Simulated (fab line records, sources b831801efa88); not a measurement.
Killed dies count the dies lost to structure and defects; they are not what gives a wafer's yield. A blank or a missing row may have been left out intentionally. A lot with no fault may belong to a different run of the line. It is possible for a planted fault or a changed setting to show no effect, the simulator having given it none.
Which tool was responsible? + flow sky130 + 39 wafers from 13 lots sampled at 6 of the route's 708 steps

## WHAT EACH GAUGE READ, for each wafer
SKY_FIELD_ISO_CD_MEAS_13: target cd 150 nm. Usual: cd_nm at 150.0 nm, with a standard deviation of 1.5.
| lot  | measured    | on        | cd_nm (nm)        | flag |
|------|-------------|-----------|-------------------|------|
| L703 | day 2 12:28 | cd_sem-01 | 150.6 151.1 150.6 |      |
| L704 | day 2 15:14 | cd_sem-02 | 149.3 150.0 150.9 |      |
| L706 | day 3 04:50 | cd_sem-02 | 153.1 152.6 154.2 |      |
| L708 | day 3 13:44 | cd_sem-01 | 150.4 149.0 148.7 |      |
| L709 | day 3 17:17 | cd_sem-02 | 151.2 150.1 151.3 |      |
| L712 | day 4 08:48 | cd_sem-02 | 150.1 149.8 150.7 |      |
| L713 | day 4 17:01 | cd_sem-01 | 148.5 149.3 148.8 |      |
| L714 | day 4 20:37 | cd_sem-02 | 149.0 150.0 150.5 |      |
| L715 | day 5 03:11 | cd_sem-01 | 149.7 150.6 149.9 |      |
| L716 | day 5 06:58 | cd_sem-02 | 150.5 150.2 152.0 |      |
| L718 | day 5 14:57 | cd_sem-02 | 150.4 150.3 148.8 |      |
| L723 | day 6 18:43 | cd_sem-01 | 146.9 147.2 147.1 |      |
| L725 | day 7 03:41 | cd_sem-01 | 151.0 150.4 149.7 |      |

SKY_NWELL_OVL_MEAS_10. Usual: NWELL_00_OVL gives -0.3 nm (standard deviation 1.4).
| lot  | measured     | on         | NWELL_00_OVL (nm) | flag |
|------|--------------|------------|-------------------|------|
| L703 | day 4 19:01  | overlay-02 | -2.5 -1.2 -1.8    |      |
| L704 | day 5 01:11  | overlay-02 | -2.5 -0.5 -0.8    |      |
| L706 | day 5 12:49  | overlay-02 | -0.7 1.3 0.5      |      |
| L708 | day 6 02:47  | overlay-02 | -2.0 -2.7 -1.1    |      |
| L709 | day 6 12:07  | overlay-01 | 2.5 1.9 3.5       |      |
| L712 | day 6 22:54  | overlay-01 | 0.2 1.4 -0.3      |      |
| L713 | day 7 08:18  | overlay-02 | 0.5 -0.8 -0.6     |      |
| L714 | day 7 12:35  | overlay-01 | 1.1 0.0 1.2       |      |
| L715 | day 7 21:49  | overlay-02 | - - -             | OFF  |
| L716 | day 8 00:30  | overlay-01 | -1.0 -0.4 0.4     |      |
| L718 | day 8 11:04  | overlay-01 | 0.0 0.2 -0.2      |      |
| L723 | day 9 20:36  | overlay-01 | 0.7 -0.7 1.4      |      |
| L725 | day 10 03:01 | overlay-02 | 0.9 -1.1 -1.4     |      |

SKY_NWELL_TW_MEAS_15. Usual: NWELL_TW gives 1826 (standard deviation 17).
| lot  | measured     | on            | NWELL_TW       | flag |
|------|--------------|---------------|----------------|------|
| L703 | day 4 19:37  | film_metro-04 | 1827 1833 1837 |      |
| L704 | day 5 01:46  | film_metro-01 | 1832 1833 1837 |      |
| L706 | day 5 13:25  | film_metro-04 | 1860 1853 1851 |      |
| L708 | day 6 03:23  | film_metro-03 | 1801 1791 1795 |      |
| L709 | day 6 12:43  | film_metro-01 | 1833 1827 1828 |      |
| L712 | day 6 23:29  | film_metro-04 | 1845 1845 1856 |      |
| L713 | day 7 08:53  | film_metro-04 | 1850 1855 1850 |      |
| L714 | day 7 13:10  | film_metro-01 | 1827 1818 1835 |      |
| L715 | day 7 22:25  | film_metro-01 | 30 30 30       | OFF  |
| L716 | day 8 01:05  | film_metro-01 | 1828 1823 1834 |      |
| L718 | day 8 11:40  | film_metro-03 | 1816 1806 1808 |      |
| L723 | day 9 21:11  | film_metro-03 | 1808 1814 1805 |      |
| L725 | day 10 03:37 | film_metro-01 | 1811 1819 1811 |      |

SKY_VT_ADJUST_LVTN_OVL_MEAS_07. Usual: VT_ADJUST_LVTN_OVL gives 1.1 nm (standard deviation 1.6).
| lot  | measured     | on         | VT_ADJUST_LVTN_OVL (nm) | flag |
|------|--------------|------------|-------------------------|------|
| L703 | day 7 04:08  | overlay-01 | 4.0 3.7 2.9             |      |
| L704 | day 7 10:25  | overlay-01 | 2.3 3.3 3.0             |      |
| L706 | day 7 23:13  | overlay-01 | 1.4 -0.1 0.8            |      |
| L708 | day 8 15:56  | overlay-01 | 2.9 4.0 0.8             |      |
| L709 | day 9 01:38  | overlay-01 | 3.1 1.4 2.1             |      |
| L712 | day 9 14:22  | overlay-02 | 0.9 -0.8 -1.5           |      |
| L713 | day 10 02:10 | overlay-01 | 1.7 -1.7 -0.4           |      |
| L714 | day 10 08:15 | overlay-02 | -2.4 -0.3 -1.8          |      |
| L715 | day 10 17:07 | overlay-01 | 0.3 0.7 0.3             |      |
| L716 | day 10 20:43 | overlay-02 | 2.8 -0.7 2.3            |      |
| L718 | day 11 07:28 | overlay-01 | 0.6 3.4 3.9             |      |
| L723 | day 12 20:33 | overlay-01 | 1.9 2.3 1.7             |      |
| L725 | day 13 02:04 | overlay-01 | 2.5 1.2 -1.7            |      |

SKY_VT_ADJUST_PCH_OVL_MEAS_07. Usual: VT_ADJUST_PCH_OVL gives -0.2 nm (standard deviation 1.6).
| lot  | measured     | on         | VT_ADJUST_PCH_OVL (nm) | flag |
|------|--------------|------------|------------------------|------|
| L703 | day 10 20:22 | overlay-01 | 0.0 1.0 -0.3           |      |
| L704 | day 11 03:19 | overlay-01 | -0.1 -0.5 -1.7         |      |
| L706 | day 11 17:37 | overlay-02 | 3.8 0.6 0.8            |      |
| L708 | day 12 11:11 | overlay-01 | -0.6 1.2 1.9           |      |
| L709 | day 12 21:32 | overlay-02 | -3.5 0.7 -1.8          |      |
| L712 | day 13 13:19 | overlay-01 | 1.0 2.2 2.5            |      |
| L713 | day 14 01:58 | overlay-01 | -0.4 -1.5 -1.8         |      |
| L714 | day 14 07:44 | overlay-02 | -2.9 -2.2 0.5          |      |
| L715 | day 14 18:05 | overlay-01 | 0.8 -1.5 1.1           |      |
| L716 | day 14 21:06 | overlay-01 | 2.3 0.5 4.1            |      |
| L718 | day 15 09:50 | overlay-01 | -0.4 -2.5 -0.7         |      |
| L723 | day 17 05:22 | overlay-02 | 0.4 1.1 -0.1           |      |
| L725 | day 17 16:01 | overlay-02 | -1.5 -1.4 -0.3         |      |

## TOOL THAT RAN EACH LOT (tool first, then ch and the chambers of the sampled wafers, then the start)
| lot  | SKY_NWELL_EXPOSE_07                |
|------|------------------------------------|
| L703 | iline_stepper-02 ch 0, day 4 10:18 |
| L704 | iline_stepper-02 ch 0, day 4 16:33 |
| L706 | iline_stepper-02 ch 0, day 5 04:05 |
| L708 | iline_stepper-02 ch 0, day 5 18:25 |
| L709 | iline_stepper-02 ch 0, day 6 01:48 |
| L712 | iline_stepper-02 ch 0, day 6 13:42 |
| L713 | iline_stepper-02 ch 0, day 6 22:15 |
| L714 | iline_stepper-01 ch 0, day 7 02:58 |
| L715 | iline_stepper-02 ch 0, day 7 12:19 |
| L716 | iline_stepper-02 ch 0, day 7 14:32 |
| L718 | iline_stepper-02 ch 0, day 8 00:22 |
| L723 | iline_stepper-01 ch 0, day 9 10:05 |
| L725 | iline_stepper-01 ch 0, day 9 15:57 |
- SKY_NWELL_EXPOSE_07: exposes mask NWM, target cd 840 nm.

## WHAT THE TOOLS THEMSELVES READ (means of the sampled wafers that have a number; where no wafer has one, the mark that the record gives instead)
The record holds no such reading with a usual standard deviation.

## THE ANSWER, worked out from the rows above alone
Rule: take the mean of a lot's wafers that have a number; if it is more than 3 standard deviations from the usual mean, the lot is off. A lot without any number at a reading at which 4 lots or more have one is off too. Any other lot the step has rows for is counted as sound. Order of review: gauges by route order, followed by the tools' own readings, for which a lot's mean as printed above is used. At the first step where some lot is off, the reading lying furthest off is the one used; lots without a number count as furthest.
Off: L715, seen at SKY_NWELL_OVL_MEAS_10 (NWELL_00_OVL). Without a number there: L715.
If a tool, at a process step before that reading, ran all the lots that are off and no sound lot after the first of them, it fits. Not tried: the gauges at SKY_NWELL_OVL_MEAS_10; whatever is off there is also off at SKY_NWELL_TW_MEAS_15, on other tools, and gauge error can't account for it. Not one of the candidates tried fits.

## WHAT HAD BEEN PUT IN BY THE SIMULATOR
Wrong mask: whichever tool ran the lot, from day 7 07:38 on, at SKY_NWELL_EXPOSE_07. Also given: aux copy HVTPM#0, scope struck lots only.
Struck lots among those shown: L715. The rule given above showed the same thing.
